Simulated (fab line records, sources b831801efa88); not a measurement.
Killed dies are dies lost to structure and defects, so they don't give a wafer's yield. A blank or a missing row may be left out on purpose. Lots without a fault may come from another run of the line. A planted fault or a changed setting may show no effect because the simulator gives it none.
fab line records | flow sky130
record lots=6 wafers=18 last_day=50
route steps=708 shown PWDE@53 NWELL@56 PAD_OPEN@708
lots that met no fault: from a run of the same line without faults
start_h: hours from the record's first day to the start of the lot's first wafer shown | wait_h: hours since the lot's step before | " the same as in the row above | L1.1+2: a row that stands for several wafers | - no value, or no start given | * or withheld: withheld | < > ~ a bound
route shown NAME@n: a module of which the file shows steps, and the number in the route of the first | usual: mean/standard deviation of fault-free wafers | same: alike in all rows | chamber/n: place in a boat | sites: the reading at each site | _std_site: their standard deviation | _edge_site: outer sites' mean less inner sites' | radius_mm: how far each site lies from the wafer's centre | mask NAME#n: copy n | behind: the tool/chamber that last shaped the wafer | hold: why the lot was held/for how many hours/how that ended | device: the transistor (n, p or np) that didn't switch | end of line: the same wafers' tests at the end of the route | a step without rows: its recipe alone | killed: dies lost to structure and defects at the first sort, not the wafer's yield | map: a wafer's dies, x killed, . not, _ none there
set.NAME: the setting as run; set.NAME@STEP: as run at that earlier step | model.NAME: the simulator's own value behind a step, which no gauge read
lots at some steps of the route; a table a step, a row a wafer
services: from which hour (start_h, from the record's first day; less than 0 if before it) a tool's chamber was out of use, for how many hours, and why
## steps
# step SKY_PWDE_IMPLANT_08
# recipe species=B energy_kev=150 dose_cm2=3.6e+12 tilt_deg=withheld
# step SKY_PWDE_STRIP_09
# recipe chemistry=O2/N2 power_w=1400 pressure_mtorr=1500 platen_temp_c=withheld o2_flow_sccm=3000 n2_flow_sccm=300 overash_fraction=0.5
# usual drypump_motor_current_A=5.6/0.35 oes_product_au=0.722/0.0047 strip_time_to_endpoint_s=36.96/0.11
# columns lot.wafer tool chamber start_h wait_h drypump_motor_current_A oes_product_au rf_hours_counter_h strip_time_to_endpoint_s
L332.2 plasma_asher-02 1 81.11 0.1 6.1 0.731 40 37.14
L332.4 " 0 " " 5.7 0.723 - 36.97
L332.5 " 0 " " 5.7 0.728 - 37.05
L339.1 plasma_asher-03 1 119.18 0.1 5.4 0.722 0 37.09
L339.3 " 1 " " 5.4 0.718 - 36.94
L339.4 " 0 " " 5.8 0.716 - 36.98
L343.2 plasma_asher-02 1 140.18 0.1 6.1 0.714 46 36.75
L343.5 " 0 " " 5.7 0.712 - 36.82
L343.6 " 1 " " 6.1 0.720 - 36.96
L344.1 plasma_asher-02 1 144.95 0.1 6.1 0.719 47 36.86
L344.2 " 0 " " 5.7 0.720 47 36.99
L344.6 " 1 " " 6.1 0.720 - 36.93
L349.1 plasma_asher-02 1 173.20 0.1 6.2 0.723 50 37.03
L349.2 " 0 " " 5.7 0.722 50 36.98
L349.6 " 0 " " 5.7 0.728 - 37.05
L351.1 plasma_asher-02 1 187.13 0.1 6.1 0.718 51 36.99
L351.4 " 1 " " 6.1 0.719 - 37.06
L351.5 " 0 " " 5.7 0.728 - 37.12
# step SKY_PWDE_TW_MEAS_10
# usual PWDE_TW=376/3.4
# columns lot.wafer tool chamber start_h wait_h PWDE_TW
L332.2 film_metro-01 - 81.22 0.1 380
L332.4 " - " " 382
L332.5 " - " " 384
L339.1 film_metro-01 - 119.28 0.1 379
L339.3 " - " " 381
L339.4 " - " " 380
L343.2 film_metro-03 - 140.29 0.1 371
L343.5 " - " " 370
L343.6 " - " " 372
L344.1 film_metro-01 - 145.06 0.1 379
L344.2 " - " " 379
L344.6 " - " " 380
L349.1 film_metro-03 - 173.30 0.1 376
L349.2 " - " " 376
L349.6 " - " " 375
L351.1 film_metro-03 - 187.23 0.1 373
L351.4 " - " " 373
L351.5 " - " " 372
# step SKY_NWELL_DEHYDRATE_03
# recipe temp_c=200 time_s=60
# step SKY_NWELL_HMDS_04
# recipe prime_time_s=60 prime_temp_c=120
# step SKY_NWELL_COAT_05
# recipe spin_rpm=2000 resist_thk_nm=3000
# step SKY_NWELL_SOFTBAKE_06
# recipe temp_c=110 time_s=withheld
# step SKY_NWELL_EXPOSE_07
# recipe mask_id=NWM na=0.6 source_shape=conventional sigma_outer=0.6 polarization=unpolarized target_cd_nm=840 dose_mj=255
# step SKY_NWELL_PEB_08
# recipe temp_c=115 time_s=withheld
# step SKY_NWELL_DEVELOP_09
# recipe wall_angle_deg=90 developer=TMAH develop_time_s=61.01 dev_temp_c=23
# step SKY_NWELL_OVL_MEAS_10
# usual NWELL_00_OVL=1.5/1.2
# columns lot.wafer tool chamber start_h wait_h NWELL_00_OVL[nm]
L332.2 overlay-01 - 98.42 - 1.7
L332.4 " - " " 1.0
L332.5 " - " " 0.3
L339.1 overlay-02 - 136.51 - 1.4
L339.3 " - " " 2.2
L339.4 " - " " 0.5
L343.2 overlay-02 - 159.91 - -0.3
L343.5 " - " " 1.0
L343.6 " - " " 0.1
L344.1 overlay-02 - 165.20 - 0.2
L344.2 " - " " 1.4
L344.6 " - " " 2.6
L349.1 overlay-02 - 194.56 - 1.4
L349.2 " - " " 1.0
L349.6 " - " " -0.3
L351.1 overlay-01 - 208.79 - 1.5
L351.4 " - " " -0.1
L351.5 " - " " 0.3
# step SKY_NWELL_IMPLANT_11
# recipe species=P energy_kev=400 dose_cm2=1.9e+13 tilt_deg=withheld
# step SKY_NWELL_IMPLANT_12
# recipe species=P energy_kev=120 dose_cm2=1.3e+12 tilt_deg=withheld
# usual dose_ions_cm2=1.3001e+12/1.4e+09 faraday_current_uA=7.32/0.14
# columns lot.wafer tool chamber start_h wait_h dose_ions_cm2 faraday_current_uA
L332.2 implanter-02 0 98.62 0.1 1.2984e+12 7.54
L332.4 " 0 " " 1.3029e+12 7.17
L332.5 " 0 " " 1.3024e+12 7.16
L339.1 implanter-02 0 136.70 0.1 1.2993e+12 7.19
L339.3 " 0 " " 1.2995e+12 7.37
L339.4 " 0 " " 1.2992e+12 7.22
L343.2 implanter-02 0 160.11 0.1 8.525e+11 5.01
L343.5 " 0 " " 8.524e+11 4.78
L343.6 " 0 " " 8.534e+11 4.72
L344.1 implanter-02 0 165.39 0.1 8.544e+11 4.77
L344.2 " 0 " " 8.533e+11 4.69
L344.6 " 0 " " 8.543e+11 4.67
L349.1 implanter-04 0 194.75 0.1 1.3004e+12 7.32
L349.2 " 0 " " 1.3013e+12 7.30
L349.6 " 0 " " 1.2989e+12 7.44
L351.1 implanter-04 0 208.98 0.1 1.2978e+12 7.32
L351.4 " 0 " " 1.2994e+12 7.54
L351.5 " 0 " " 1.2981e+12 7.13
# step SKY_NWELL_IMPLANT_13
# recipe species=P energy_kev=50 dose_cm2=7e+11 tilt_deg=withheld
# step SKY_NWELL_STRIP_14
# recipe chemistry=O2/N2 power_w=1400 pressure_mtorr=1500 platen_temp_c=withheld o2_flow_sccm=3000 n2_flow_sccm=300 overash_fraction=0.5
# usual drypump_motor_current_A=5.42/0.28 oes_product_au=0.722/0.0048 strip_time_to_endpoint_s=36.94/0.11
# columns lot.wafer tool chamber start_h wait_h drypump_motor_current_A oes_product_au rf_hours_counter_h strip_time_to_endpoint_s
L332.2 plasma_asher-04 0 98.90 0.1 5.72 0.720 43 36.98
L332.4 " 1 " " 5.59 0.723 - 37.03
L332.5 " 1 " " 5.60 0.717 - 36.99
L339.1 plasma_asher-03 0 137.00 0.1 5.81 0.711 2 36.79
L339.3 " 0 " " 5.81 0.725 - 36.97
L339.4 " 1 " " 5.44 0.713 - 36.90
L343.2 plasma_asher-01 1 160.39 0.1 5.16 0.722 34 36.76
L343.5 " 0 " " 5.09 0.717 - 36.80
L343.6 " 1 " " 5.11 0.728 - 36.83
L344.1 plasma_asher-03 0 165.69 0.1 5.76 0.717 5 36.87
L344.2 " 1 " " 5.44 0.725 5 36.91
L344.6 " 0 " " 5.81 0.724 - 36.93
L349.1 plasma_asher-04 0 195.05 0.1 5.73 0.713 53 37.02
L349.2 " 1 " " 5.55 0.726 53 37.02
L349.6 " 1 " " 5.56 0.720 - 37.00
L351.1 plasma_asher-03 1 209.28 0.1 5.42 0.725 8 37.04
L351.4 " 0 " " 5.80 0.730 - 37.03
L351.5 " 1 " " 5.42 0.716 - 37.00
# step SKY_NWELL_TW_MEAS_15
# usual NWELL_TW=1835/15
# columns lot.wafer tool chamber start_h wait_h NWELL_TW
L332.2 film_metro-03 - 99.01 0.1 1817
L332.4 " - " " 1818
L332.5 " - " " 1810
L339.1 film_metro-01 - 137.10 0.1 1855
L339.3 " - " " 1852
L339.4 " - " " 1855
L343.2 film_metro-04 - 160.50 0.1 1820
L343.5 " - " " 1823
L343.6 " - " " 1818
L344.1 film_metro-03 - 165.79 0.1 1806
L344.2 " - " " 1804
L344.6 " - " " 1807
L349.1 film_metro-03 - 195.15 0.1 1822
L349.2 " - " " 1806
L349.6 " - " " 1813
L351.1 film_metro-03 - 209.38 0.1 1812
L351.4 " - " " 1821
L351.5 " - " " 1820
# step SKY_NWELL_DEHYDRATE_16
# recipe temp_c=200 time_s=60
# step SKY_NWELL_HMDS_17
# recipe prime_time_s=60 prime_temp_c=120
# step SKY_NWELL_COAT_18
# recipe spin_rpm=2000 resist_thk_nm=3000
# step SKY_NWELL_SOFTBAKE_19
# recipe temp_c=110 time_s=withheld
# step SKY_NWELL_EXPOSE_20
# recipe mask_id=NWM_COMPLEMENT na=0.6 source_shape=conventional sigma_outer=0.6 polarization=unpolarized target_cd_nm=840 dose_mj=260
# step SKY_NWELL_PEB_21
# recipe temp_c=115 time_s=withheld
# step SKY_NWELL_DEVELOP_22
# recipe wall_angle_deg=90 developer=TMAH develop_time_s=60 dev_temp_c=23
# step SKY_NWELL_OVL_MEAS_23
# usual NWELL_01_OVL=-0.8/1.1
# columns lot.wafer tool chamber start_h wait_h NWELL_01_OVL[nm]
L332.2 overlay-01 - 116.76 - -0.4
L332.4 " - " " -0.1
L332.5 " - " " -0.8
L339.1 overlay-01 - 156.84 - -2.4
L339.3 " - " " -0.8
L339.4 " - " " -0.1
L343.2 overlay-01 - 180.97 - -1.4
L343.5 " - " " -2.4
L343.6 " - " " -2.2
L344.1 overlay-02 - 186.29 - -2.2
L344.2 " - " " -2.0
L344.6 " - " " -2.2
L349.1 overlay-01 - 217.56 - -0.2
L349.2 " - " " -0.5
L349.6 " - " " -0.4
L351.1 overlay-02 - 232.39 - 1.9
L351.4 " - " " 1.0
L351.5 " - " " 1.8
# step SKY_NWELL_IMPLANT_24
# recipe species=B energy_kev=140 dose_cm2=9.2e+12 tilt_deg=withheld
# step SKY_NWELL_STRIP_25
# recipe chemistry=O2/N2 power_w=1400 pressure_mtorr=1500 platen_temp_c=withheld o2_flow_sccm=3000 n2_flow_sccm=300 overash_fraction=0.5
# usual drypump_motor_current_A=5.46/0.27 oes_product_au=0.722/0.0044 strip_time_to_endpoint_s=36.93/0.11
# columns lot.wafer tool chamber start_h wait_h drypump_motor_current_A oes_product_au rf_hours_counter_h strip_time_to_endpoint_s
L332.2 plasma_asher-01 1 116.94 0.1 5.14 0.730 29 36.89
L332.4 " 0 " " 5.09 0.722 - 36.83
L332.5 " 0 " " 5.07 0.716 - 36.89
L339.1 plasma_asher-04 1 157.03 0.1 5.57 0.714 49 36.86
L339.3 " 0 " " 5.74 0.716 - 36.82
L339.4 " 1 " " 5.58 0.715 - 36.92
L343.2 plasma_asher-01 0 181.15 0.1 5.08 0.726 36 37.00
L343.5 " 1 " " 5.15 0.720 - 36.98
L343.6 " 0 " " 5.07 0.717 - 37.01
L344.1 plasma_asher-03 1 186.48 0.1 5.40 0.723 7 36.96
L344.2 " 0 " " 5.79 0.721 7 36.95
L344.6 " 0 " " 5.81 0.726 - 36.99
L349.1 plasma_asher-03 0 217.75 0.1 5.78 0.719 9 37.00
L349.2 " 1 " " 5.41 0.726 9 36.88
L349.6 " 0 " " 5.80 0.723 - 37.08
L351.1 plasma_asher-04 1 232.58 0.1 5.59 0.733 56 37.01
L351.4 " 1 " " 5.64 0.714 - 36.95
L351.5 " 0 " " 5.73 0.718 - 37.00
# step SKY_NWELL_TW_MEAS_26
# usual NWELL_2_TW=500/3.8
# columns lot.wafer tool chamber start_h wait_h NWELL_2_TW
L332.2 film_metro-04 - 117.05 0.1 501
L332.4 " - " " 501
L332.5 " - " " 500
L339.1 film_metro-04 - 157.31 0.2 500
L339.3 " - " " 500
L339.4 " - " " 496
L343.2 film_metro-01 - 181.26 0.1 505
L343.5 " - " " 503
L343.6 " - " " 503
L344.1 film_metro-03 - 186.58 0.1 494
L344.2 " - " " 496
L344.6 " - " " 498
L349.1 film_metro-01 - 217.85 0.1 495
L349.2 " - " " 495
L349.6 " - " " 497
L351.1 film_metro-01 - 232.68 0.1 496
L351.4 " - " " 499
L351.5 " - " " 495
# step SKY_NWELL_CLEAN_27
# recipe chemistry=SC1/SC2 mix=1:4:20 temp_c=70 time_s=155.1 dry=n2_spin
# step SKY_NWELL_RTA_28
# recipe temp_c=1050 time_s=30 idle_temp_c=650 ramp_up_c_per_s=150 ramp_down_c_per_s=90 ambient=N2
# usual lamp_power_pct=25.31/0.055 wafer_temp_C_max=1054.8/1
# columns lot.wafer tool chamber start_h wait_h lamp_power_pct wafer_temp_C_max
L332.2 rtp_anneal-01 0 117.16 0.0 25.31 1054.8
L332.4 " 0 " " 25.34 1054.2
L332.5 " 0 " " 25.30 1054.2
L339.1 rtp_anneal-02 0 157.42 0.0 25.44 1054.8
L339.3 " 0 " " 25.30 1054.4
L339.4 " 0 " " 25.34 1053.3
L343.2 rtp_anneal-01 0 181.38 0.0 25.33 1053.5
L343.5 " 0 " " 25.38 1053.6
L343.6 " 0 " " 25.26 1055.4
L344.1 rtp_anneal-02 0 186.69 0.0 25.35 1056.1
L344.2 " 0 " " 25.28 1055.7
L344.6 " 0 " " 25.25 1055.8
L349.1 rtp_anneal-01 0 217.96 0.0 25.30 1054.6
L349.2 " 0 " " 25.37 1055.1
L349.6 " 0 " " 25.35 1054.8
L351.1 rtp_anneal-02 0 232.80 0.0 25.35 1054.0
L351.4 " 0 " " 25.33 1055.2
L351.5 " 0 " " 25.32 1055.4
# step SKY_NWELL_RS_MEAS_29
# recipe thk_meas_gauge=four-point-probe
# usual NWELL_RS=624.1/1.3
# columns lot.wafer tool chamber start_h wait_h NWELL_RS[ohm/sq]
L332.2 film_metro-03 - 117.27 0.1 625.4
L332.4 " - " " 626.9
L332.5 " - " " 624.6
L339.1 film_metro-04 - 157.52 0.1 622.7
L339.3 " - " " 625.6
L339.4 " - " " 625.6
L343.2 film_metro-04 - 181.48 0.1 639.5
L343.5 " - " " 636.9
L343.6 " - " " 639.9
L344.1 film_metro-01 - 186.89 0.2 635.5
L344.2 " - " " 635.2
L344.6 " - " " 635.5
L349.1 film_metro-03 - 218.06 0.1 624.7
L349.2 " - " " 625.4
L349.6 " - " " 623.5
L351.1 film_metro-03 - 232.90 0.1 623.7
L351.4 " - " " 624.7
L351.5 " - " " 623.8
# step SKY_PAD_OPEN_PROBE_99
# usual killed_at_M0_to_M3=43/7.7 killed_at_M4_up=3.0/1.7 killed_at_contacts=24/5.2 killed_at_front_end=15/4.5 killed_at_other=0.3/0.5 killed_dies=85/9.5 killed_open=47/6.6 killed_short=38/6.6
# same gross_dies=492 killed_at_back_side=0
# columns lot.wafer tool chamber start_h wait_h killed_at_M0_to_M3 killed_at_M4_up killed_at_contacts killed_at_front_end killed_at_other killed_dies killed_open killed_short model.etest.nfet_16v.r_on_ohm_um model.etest.pfet_g5v0d10v5.r_on_ohm_um model.etest.tip_p_5v.rs_ohm_sq model.etest.pfet_g5v0d10v5.drive_ua_um model.etest.pfet_01v8_lvt.drive_ua_um model.etest.pfet_16v.drive_ua_um model.etest.pfet_g5v0d10v5.off_log10_a_um model.etest.pfet_01v8_lvt.off_log10_a_um
L332.2 prober-01 - 1102.26 0.1 43 2 21 14 1 81 43 38 1.401e+04 4750 2861 341.3 174.9 244 -12.72 -9.078
L332.4 prober-01 - 1102.36 0.2 43 2 26 12 0 83 49 34 1.398e+04 4796 2871 338.8 175.2 246.1 -12.6 -9.184
L332.5 prober-01 - 1102.41 0.2 42 1 23 8 0 74 41 33 1.411e+04 4772 2869 342.8 175.4 243.6 -12.4 -9.183
L339.1 prober-02 - 1128.25 0.1 49 3 24 14 1 91 58 33 1.383e+04 4649 2832 351.6 174.4 252.6 -12.75 -8.792
L339.3 prober-02 - 1128.35 0.2 40 4 20 16 0 80 45 35 1.372e+04 4710 2809 348.5 172.8 250.9 -12.56 -8.809
L339.4 prober-02 - 1128.40 0.2 43 5 18 17 0 83 50 33 1.376e+04 4666 2825 355.1 177.3 253.1 -12.38 -8.706
L344.1 prober-01 - 1172.05 0.1 47 4 24 16 1 92 51 41 1.468e+04 4700 2828 347.7 180 249.9 -11.16 -8.111
L344.2 prober-01 - 1172.10 0.1 44 0 17 14 0 75 44 31 1.457e+04 4683 2804 347.8 177.2 248.4 -11.32 -8.105
L344.6 prober-01 - 1172.30 0.2 58 4 24 20 0 106 63 43 1.472e+04 4734 2815 348.6 176.5 251.7 -11.11 -8.134
L343.2 prober-02 - 1172.08 0.1 58 7 21 21 0 107 44 63 1.453e+04 4645 2822 349.8 181.8 252.5 -10.94 -8.118
L343.5 prober-02 - 1172.23 0.2 42 1 32 18 0 93 42 51 1.449e+04 4618 2813 353.3 181.4 251.9 -10.93 -7.762
L343.6 prober-02 - 1172.28 0.2 45 0 32 20 0 97 49 48 1.444e+04 4601 2800 352.3 180.2 255 -10.94 -8.031
L349.1 prober-01 - 1176.29 0.1 64 4 24 14 0 106 59 47 1.444e+04 4860 2858 337.9 171.5 240 -12.55 -9.269
L349.2 prober-01 - 1176.34 0.1 41 5 35 16 0 97 50 47 1.443e+04 4806 2863 336.8 170.3 243.1 -12.68 -9.207
L349.6 prober-01 - 1176.54 0.2 42 1 7 20 0 70 37 33 1.422e+04 4809 2854 341.9 172.7 243.3 -12.6 -9.304
L351.1 prober-02 - 1188.21 0.1 45 3 24 16 1 89 56 33 1.41e+04 4747 2852 344.6 174.3 244.7 -12.39 -9.096
L351.4 prober-02 - 1188.36 0.2 56 4 29 20 0 109 63 46 1.416e+04 4748 2853 343.2 174.2 242.4 -12.22 -9.132
L351.5 prober-02 - 1188.41 0.2 67 2 20 13 1 103 60 43 1.415e+04 4874 2837 333.8 171.7 237.2 -12.68 -9.155
# killed by level:class
L332.2 CONTACT:geometric_particle:open=8 VIA2:geometric_particle:open=7 METAL2:geometric_particle:short=6 METAL3:geometric_particle:short=6 VIA1:geometric_particle:open=6 FIELD_ISO:geometric_particle:open=5 METAL1:geometric_particle:short=5 VIA3:geometric_particle:open=5
L332.4 CONTACT:geometric_particle:open=9 LI_CONTACT:geometric_particle:open=8 VIA1:geometric_particle:open=8 METAL2:geometric_particle:short=7 VIA2:geometric_particle:open=7 VIA3:geometric_particle:open=7 FIELD_ISO:geometric_particle:short=4 FIELD_ISO:geometric_particle:open=3
L332.5 CONTACT:geometric_particle:open=9 VIA1:geometric_particle:open=7 METAL1:geometric_particle:short=7 LOCAL_INTERCONNECT:geometric_particle:short=6 METAL2:geometric_particle:short=6 VIA2:geometric_particle:open=6 VIA1:geometric_particle:short=5 LI_CONTACT:geometric_particle:open=4
L339.1 CONTACT:geometric_particle:open=11 VIA3:geometric_particle:open=11 VIA1:geometric_particle:open=10 VIA2:geometric_particle:open=8 LI_CONTACT:geometric_particle:open=7 FIELD_ISO:geometric_particle:short=5 VIA1:geometric_particle:short=5 METAL1:geometric_particle:short=4
L339.3 VIA1:geometric_particle:open=9 POLY_GATE:geometric_particle:open=6 LI_CONTACT:geometric_particle:open=6 CONTACT:geometric_particle:open=6 VIA2:geometric_particle:open=5 VIA3:geometric_particle:short=5 METAL1:geometric_particle:short=4 METAL2:geometric_particle:short=4
L339.4 VIA1:geometric_particle:open=13 VIA2:geometric_particle:open=10 CONTACT:geometric_particle:open=7 POLY_GATE:geometric_particle:short=5 METAL1:geometric_particle:short=5 VIA3:geometric_particle:open=5 FIELD_ISO:geometric_particle:short=4 METAL2:geometric_particle:short=4
L344.1 VIA1:geometric_particle:open=15 CONTACT:geometric_particle:open=12 VIA1:geometric_particle:short=8 VIA2:geometric_particle:open=7 LOCAL_INTERCONNECT:geometric_particle:short=5 FIELD_ISO:geometric_particle:short=4 METAL1:geometric_particle:short=4 METAL2:geometric_particle:short=4
L343.2 VIA1:geometric_particle:open=18 METAL2:geometric_particle:short=10 METAL1:geometric_particle:short=9 POLY_GATE:geometric_particle:short=7 LI_CONTACT:geometric_particle:open=6 VIA1:geometric_particle:short=6 METAL4:geometric_particle:short=6 FIELD_ISO:geometric_particle:short=5
L344.2 VIA1:geometric_particle:open=8 POLY_GATE:geometric_particle:open=7 CONTACT:geometric_particle:open=7 METAL1:geometric_particle:short=7 VIA3:geometric_particle:open=7 VIA2:geometric_particle:open=6 VIA1:geometric_particle:short=5 METAL3:geometric_particle:short=5
L343.5 LOCAL_INTERCONNECT:geometric_particle:short=9 VIA1:geometric_particle:open=9 CONTACT:geometric_particle:open=7 METAL2:geometric_particle:short=6 FIELD_ISO:geometric_particle:open=5 LI_CONTACT:geometric_particle:short=5 LI_CONTACT:geometric_particle:open=5 METAL1:geometric_particle:short=5
L343.6 LI_CONTACT:geometric_particle:open=8 VIA1:geometric_particle:open=8 FIELD_ISO:geometric_particle:open=7 CONTACT:geometric_particle:open=7 METAL2:geometric_particle:short=7 VIA2:geometric_particle:open=7 LI_CONTACT:geometric_particle:short=6 CONTACT:geometric_particle:short=6
L344.6 VIA1:geometric_particle:open=20 CONTACT:geometric_particle:open=9 POLY_GATE:geometric_particle:open=7 LI_CONTACT:geometric_particle:open=7 METAL3:geometric_particle:short=7 VIA1:geometric_particle:short=6 VIA3:geometric_particle:open=6 LOCAL_INTERCONNECT:geometric_particle:short=5
L349.1 VIA1:geometric_particle:open=18 VIA3:geometric_particle:open=10 VIA2:geometric_particle:open=9 METAL1:geometric_particle:short=8 CONTACT:geometric_particle:open=6 CONTACT:geometric_particle:short=6 VIA1:geometric_particle:short=6 LI_CONTACT:geometric_particle:open=5
L349.2 CONTACT:geometric_particle:open=13 METAL1:geometric_particle:short=8 CONTACT:geometric_particle:short=8 METAL2:geometric_particle:short=7 VIA1:geometric_particle:open=7 POLY_GATE:geometric_particle:open=6 VIA2:geometric_particle:open=6 POLY_GATE:geometric_particle:short=5
L349.6 VIA1:geometric_particle:open=15 FIELD_ISO:geometric_particle:short=8 FIELD_ISO:geometric_particle:open=7 METAL2:geometric_particle:short=6 VIA2:geometric_particle:open=6 VIA1:geometric_particle:short=3 METAL1:geometric_particle:short=3 VIA2:geometric_particle:short=3
L351.1 VIA1:geometric_particle:open=11 VIA2:geometric_particle:open=10 CONTACT:geometric_particle:short=9 FIELD_ISO:geometric_particle:open=8 CONTACT:geometric_particle:open=8 LI_CONTACT:geometric_particle:open=5 VIA3:geometric_particle:open=5 FIELD_ISO:geometric_particle:short=4
L351.4 VIA1:geometric_particle:open=16 LI_CONTACT:geometric_particle:open=11 METAL2:geometric_particle:short=11 CONTACT:geometric_particle:open=10 FIELD_ISO:geometric_particle:open=7 METAL1:geometric_particle:short=7 VIA3:geometric_particle:open=7 FIELD_ISO:geometric_particle:short=5
L351.5 VIA1:geometric_particle:open=17 VIA2:geometric_particle:open=12 METAL2:geometric_particle:short=8 METAL1:geometric_particle:short=7 VIA1:geometric_particle:short=7 VIA3:geometric_particle:open=7 LI_CONTACT:geometric_particle:open=5 CONTACT:geometric_particle:open=5
## services
# columns tool chamber start_h hours kind
implanter-04 - 60.24 1.3 repair
rtp_anneal-02 - 64.95 4.8 pm
implanter-04 - 77.57 3.0 pm
plasma_asher-03 - 108.75 9.0 pm
plasma_asher-03 0 108.75 9.0 vent_cycle
plasma_asher-03 1 108.75 9.0 vent_cycle
plasma_asher-03 0 117.75 - clean
plasma_asher-03 1 117.75 - clean
implanter-04 - 188.22 2.3 repair
plasma_asher-03 - 194.28 5.4 repair
plasma_asher-04 - 199.25 1.9 repair
plasma_asher-01 - 211.20 2.1 repair
## key
first_sign step=SKY_NWELL_IMPLANT_12 reading=dose_ions_cm2 direction=down sigmas=99+ usual=* struck=*
effect step=SKY_NWELL_IMPLANT_12 reading=faraday_current_uA direction=down sigmas=18 usual=7.32 struck=4.77
effect step=SKY_NWELL_RS_MEAS_29 reading=NWELL_RS direction=up sigmas=9.6 usual=624.1 struck=637.1
model_effect step=SKY_PAD_OPEN_PROBE_99 value=etest.nfet_16v.r_on_ohm_um without=1.395e+04 struck=1.457e+04
met_at SKY_NWELL_IMPLANT_12
struck_wafers L343.2,L343.5,L343.6,L344.1,L344.2,L344.6
tester_left_out L343,L344
onset_between 136.70 160.11
fault kind=process_parameter_drift tool=implanter-02 chamber=- onset_h=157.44 steps=SKY_NWELL_IMPLANT_12 channel=dose_cm2 offset=* shape=step end_h=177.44 acts_in=* stated=*
# tester_left_out: of these lots the tester's yield and bins aren't shown, on N5 and GAA mostly nor the transistor test; their killed dies are dies lost to structure and defects alone, not to doping, threshold or leakage, so they don't give the yield
